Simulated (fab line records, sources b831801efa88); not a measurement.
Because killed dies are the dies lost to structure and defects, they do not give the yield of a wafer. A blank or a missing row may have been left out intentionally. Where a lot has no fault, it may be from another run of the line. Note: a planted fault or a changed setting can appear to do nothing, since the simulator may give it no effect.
A struck lot beside a sound one + flow gf180mcu + 14 out of 602 route steps
Sound: wafers L496.3, L496.4, L496.6. Wafers struck: L502.2, L502.4, L502.5. At the end, the cause is stated.
At each step with rows: each side's tool, then ch and its chambers, then its first start. Under that, the readings that differ: sound wafers + struck wafers + difference of the means + sigmas: that difference in standard deviations of wafers without a fault.
alike: words and numbers the same on both sides, and readings whose means are apart by under 2 such deviations; not compared: readings that were withheld, readings missing a value for some wafer, numbers with overlapping values and no deviation given by the record, and bounds like >300 which may hide the same value.
Wherever a step has rows on one side only, a row that says differs or no value, or a row with sigmas, the two part there. When numbers do not overlap yet have no deviation, they are printed without sigmas and do not part them. Lack of a reading on every wafer of one side parts them only where that side has two or more wafers.

first, 4 steps without rows for these wafers: GF_VT_IMPLANT_SOFTBAKE_25 (time 60 s); GF_VT_IMPLANT_EXPOSE_26 (exposes mask LVPWELL HV AREA, target cd 860 nm); GF_VT_IMPLANT_PEB_27; GF_VT_IMPLANT_DEVELOP_28 (develop time 60 s).
GF_VT_IMPLANT_OVL_MEAS_29:
  sound: overlay-02 at day 8 16:30; struck: overlay-01 at day 10 06:39
  alike: VT_IMPLANT_02_OVL
after that, 1 step had no rows for these wafers: GF_VT_IMPLANT_IMPLANT_30.
GF_VT_IMPLANT_STRIP_31: strips in O2/N2.
  sound on plasmaAsher-02 ch 0,1, day 8 16:43; struck on plasmaAsher-01 ch 1, day 10 06:50
  alike: drypumpMotorCurrentA, heaterPowerW, oesProductAu, platenTempC, stripTimeToEndpointS
  not compared: rfHoursCounterH
GF_VT_IMPLANT_TW_MEAS_32:
  sound: filmMetro-04 at day 8 16:48; struck: filmMetro-04 at day 10 06:56
  alike: VT_IMPLANT_3_TW
then, 4 steps without rows for these wafers: GF_VT_IMPLANT_DEHYDRATE_33 (time 60 s); GF_VT_IMPLANT_HMDS_34 (prime time 60 s); GF_VT_IMPLANT_COAT_35 (resist thk 980.1 nm); GF_VT_IMPLANT_SOFTBAKE_36 (time 60 s).
GF_VT_IMPLANT_EXPOSE_37: exposes mask Nwell HV AREA, target cd 860 nm.
  sound on ilineStepper-02 ch 0, day 9 01:31; struck on ilineStepper-01, day 10 16:08
  no value came back on the struck wafers for exposureDoseMJCm2, focusOffsetNm (nm); on the sound wafers exposureDoseMJCm2 reads 139.96 140.03 140.07
  alike: mask
after that, 1 step had no rows for these wafers: GF_VT_IMPLANT_PEB_38.

## WHERE THEY PART
At GF_VT_IMPLANT_EXPOSE_37 and nowhere else, as far as this record goes.

WHY: what the simulator had put in
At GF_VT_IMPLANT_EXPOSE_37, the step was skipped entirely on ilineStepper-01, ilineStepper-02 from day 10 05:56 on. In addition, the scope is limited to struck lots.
